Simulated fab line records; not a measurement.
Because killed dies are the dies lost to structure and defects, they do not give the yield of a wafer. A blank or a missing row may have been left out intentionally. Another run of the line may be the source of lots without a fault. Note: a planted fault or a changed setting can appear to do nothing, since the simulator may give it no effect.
Struck lot and sound lot, side by side | flow gf180mcu | 15 steps out of a route of 602
Sound: wafers L604.3, L604.5, L604.6. Struck: wafers L612.2, L612.4 (left out: L612.3, a lot-mate that was not struck); the cause follows at the end.
Per side, at each step with rows, come the tool, then ch with its chambers, and then its first start. Under that, the readings that differ: sound wafers | struck wafers | difference of the means | sigmas: that difference in standard deviations of wafers without a fault.
alike: same words and numbers on both sides, and readings whose means sit less than 2 such deviations apart. not compared: any withheld reading, any reading some wafer has no value for, any bound like >300 that may hide the same value, and any number with overlapping values for which the record gives no deviation.
Wherever a step has rows on one side only, a row that says differs or no value, or a row with sigmas, the two part there. Non-overlapping numbers with no deviation appear without sigmas and do not part them. A reading that every wafer of one side lacks parts them only if that side has two wafers or more.

GF_PSD_RS_MEAS_15: measurement is done with a four-point probe.
  sound: film_metro-01 at day 15 11:59; struck: film_metro-01 at day 18 11:22
  alike: PSD_RS
GF_SAB_CVD_00: deposits SiO2 from TEOS, target thk 50 nm, time 4.9302 s.
  sound on pecvd-03 ch 0,1,2, day 15 12:04; struck on pecvd-02 ch 0,1, day 18 11:28
  alike: heater_power_w
GF_SAB_THK_MEAS_01:
  sound: film_metro-02 at day 15 12:07; struck: film_metro-04 at day 18 11:29
  alike: SAB_CVD_00_THK
then, 7 steps without rows for these wafers: GF_SAB_DEHYDRATE_02 (time 60 s); GF_SAB_HMDS_03 (prime time 60 s); GF_SAB_COAT_04 (resist thk 1000 nm); GF_SAB_SOFTBAKE_05 (time 60 s); GF_SAB_EXPOSE_06 (exposes mask SAB, target cd 420 nm); GF_SAB_PEB_07; GF_SAB_DEVELOP_08 (develop time 60 s).
GF_SAB_CD_MEAS_09: target cd 420 nm.
  sound: cd_sem-01 at day 16 10:36; struck: cd_sem-01 at day 19 11:53
  alike: cd_nm
GF_SAB_OVL_MEAS_10:
  sound: overlay-02 at day 16 10:41; struck: overlay-02 at day 19 11:59
  alike: SAB_OVL
GF_SAB_ETCH_11: etches SiO2 in C4F8/O2/Ar, target depth 55 nm, time 8.5 s.
  sound on rie_diel-04 ch 0,1, day 16 10:43; struck on rie_diel-04 ch 0,2, day 19 12:01
  reading                         | sound             | struck      | difference | sigmas
  model.etch.depth_nm (nm)        | 54.85 56.67 54.95 | 40.03 40.12 | -15.41     |
  model.SAB.feature_depth_nm (nm) | 54.85 56.67 54.95 | 40.03 40.12 | -15.41     |
  alike: oes_product_au
  not compared: rf_hours_counter_h
then, 2 steps without rows for these wafers: GF_SAB_WET_ETCH_12 (etches SiO2 in dHF, target depth 22 nm, time 440 s); GF_PASSIVATION_PROBE_99.

## WHERE THEY PART
Nowhere in this record.

WHY: the cause the simulator had injected
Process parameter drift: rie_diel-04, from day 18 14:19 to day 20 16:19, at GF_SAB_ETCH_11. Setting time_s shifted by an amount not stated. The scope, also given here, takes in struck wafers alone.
